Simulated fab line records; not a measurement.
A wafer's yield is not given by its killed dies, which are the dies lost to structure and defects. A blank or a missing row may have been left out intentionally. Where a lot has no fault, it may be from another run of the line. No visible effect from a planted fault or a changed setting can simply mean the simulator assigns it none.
Matching of chambers ; flow gf180mcu ; GF_POLY_GATE_ETCH_13 on rie si-01 has 4 sister chambers
The step etches poly-Si in HBr/Cl2, stops on SiO2, target depth 198.5 nm, time 69.6 s. 20 wafers are shown with their chamber, then 10 later ones without.

EACH WAFER AND ITS CHAMBER
wafer;chamber;drypump motor current A (A);oes product au (a.u.);throttle valve pct (%)
L736.1;0;6.5;1.017;33.678
L736.3;3;5.8;0.985;33.688
L736.5;2;5.6;0.992;33.683
L737.2;2;5.7;0.977;33.684
L737.3;0;6.6;0.991;33.689
L737.6;0;6.5;0.979;33.705
L739.2;1;6.1;1.005;33.689
L739.3;0;6.6;1.010;33.689
L739.5;0;6.5;1.003;33.702
L741.3;0;6.5;1.013;33.680
L741.5;1;6.1;0.996;33.690
L741.6;2;5.7;1.000;33.683
L747.1;0;6.5;1.006;33.687
L747.4;1;6.1;1.007;33.697
L747.6;0;6.5;1.001;33.679
L751.2;1;6.1;0.996;33.684
L751.4;0;6.5;0.997;33.689
L751.6;0;6.5;0.998;33.699
L753.2;3;5.8;0.990;33.686
L753.3;0;6.5;1.017;33.675

SIGNATURES (means of the wafers above)
reading;chamber 0;chamber 1;chamber 2;chamber 3;scatter within a chamber
drypump motor current A;6.518;6.100;5.667;5.800;0.0379
oes product au;1.00291;1.00100;0.98967;0.98750;0.0104
throttle valve pct;33.68836;33.69000;33.68333;33.68700;0.00833
Rule: distance of a wafer from a chamber = root of the sum over the readings of ((wafer's reading minus chamber's mean) / reading's scatter) squared. The wafer belongs to the nearest chamber; if the next one is less than 2 further off, it can't be placed. The scatter: take each reading less its chamber's mean, square it, sum over the shown wafers, divide by the number of wafers less the number of chambers, and take the root.

WAFERS WITHOUT THEIR CHAMBER
wafer;drypump motor current A (A);oes product au (a.u.);throttle valve pct (%)
L753.4;5.7;1.008;33.681
L755.2;5.6;0.990;33.686
L755.3;6.5;1.008;33.671
L755.6;5.8;0.993;33.681
L756.1;6.1;0.996;33.693
L756.3;5.6;0.998;33.670
L756.5;5.8;0.990;33.680
L759.2;5.7;0.996;33.690
L759.3;6.1;0.997;33.679
L759.5;6.1;1.002;33.684

WHICH CHAMBER EACH ONE RAN IN
wafer;from the rows above;in truth
L753.4;can't be placed: 2 or 3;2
L755.2;2;2
L755.3;0;0
L755.6;3;3
L756.1;1;1
L756.3;2;2
L756.5;3;3
L759.2;can't be placed: 2 or 3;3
L759.3;1;1
L759.5;1;1
Correct placement for 8 of the 10. Cannot be placed on the basis of these rows: 2; the candidates contain the true chamber in 2. 0 placed wrongly.
